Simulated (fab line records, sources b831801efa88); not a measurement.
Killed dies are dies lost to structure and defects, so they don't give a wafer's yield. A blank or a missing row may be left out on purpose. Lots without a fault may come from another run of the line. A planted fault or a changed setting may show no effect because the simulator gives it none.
Which tool did it? | flow gf180mcu | 6 lots, 18 wafers sampled, at 4 steps of a route of 602

WHAT THE GAUGES READ, wafer by wafer
GF_POLY_GATE_THK_MEAS_01.
lot  | measured     | on            | POLY_GATE_CVD_00_THK (nm)
L566 | day 9 07:50  | film_metro-01 | 199.7 199.5 199.8
L569 | day 10 04:22 | film_metro-03 | 204.1 203.5 203.1
L572 | day 11 02:44 | film_metro-01 | 198.2 200.3 199.3
L575 | day 12 02:15 | film_metro-03 | 202.8 203.9 204.1
L579 | day 12 23:19 | film_metro-04 | 200.5 201.4 200.0
L582 | day 13 23:22 | film_metro-03 | 202.3 200.6 201.2

WHICH TOOL RAN EACH LOT (tool, then ch and the chambers of the sampled wafers, then the start)
lot  | GF_VT_IMPLANT_STRIP_42               | GF_DUAL_GATE_COAT_06              | GF_DUAL_GATE_STRIP_13
L566 | plasma_asher-02 ch 0,1, day 8 09:35  | litho_track-01 ch 0, day 8 20:18  | plasma_asher-02 ch 0,1, day 9 04:30
L569 | plasma_asher-04 ch 0,1, day 9 05:27  | litho_track-04 ch 0, day 9 16:17  | plasma_asher-04 ch 0,1, day 10 01:20
L572 | plasma_asher-04 ch 0,1, day 10 02:05 | litho_track-04 ch 0, day 10 13:55 | plasma_asher-03 ch 0,1, day 10 23:14
L575 | plasma_asher-01 ch 0,1, day 11 00:29 | litho_track-04 ch 0, day 11 12:16 | plasma_asher-03 ch 0,1, day 11 21:55
L579 | plasma_asher-02 ch 0,1, day 11 22:24 | litho_track-04 ch 0, day 12 10:10 | plasma_asher-03 ch 0,1, day 12 20:17
L582 | plasma_asher-01 ch 0,1, day 12 21:03 | litho_track-04 ch 0, day 13 10:07 | plasma_asher-03 ch 0,1, day 13 20:20
- GF_VT_IMPLANT_STRIP_42: strips in O2/N2.
- GF_DUAL_GATE_COAT_06: resist thk 1000 nm.
- GF_DUAL_GATE_STRIP_13: strips in O2/N2.

THE ANSWER, worked out from the rows above alone
Rule: what is usual is taken from the lots themselves. Put in order of their means at a reading, lots are off if they are a third of the lots or fewer, leave a main group of 4 or more, and stand apart from it by a gap of 3 or more times the standard deviation of the main group's means; of several such gaps the widest counts. A main group whose means are all the same, to the digits that the tables above print for the reading, isn't used. A lot without any number at a reading at which 4 lots or more have one is off too. The other lots that the step has rows for count as sound.
No lot is off at any reading shown: from this, nothing can be told.

WHAT THE SIMULATOR HAD PUT IN
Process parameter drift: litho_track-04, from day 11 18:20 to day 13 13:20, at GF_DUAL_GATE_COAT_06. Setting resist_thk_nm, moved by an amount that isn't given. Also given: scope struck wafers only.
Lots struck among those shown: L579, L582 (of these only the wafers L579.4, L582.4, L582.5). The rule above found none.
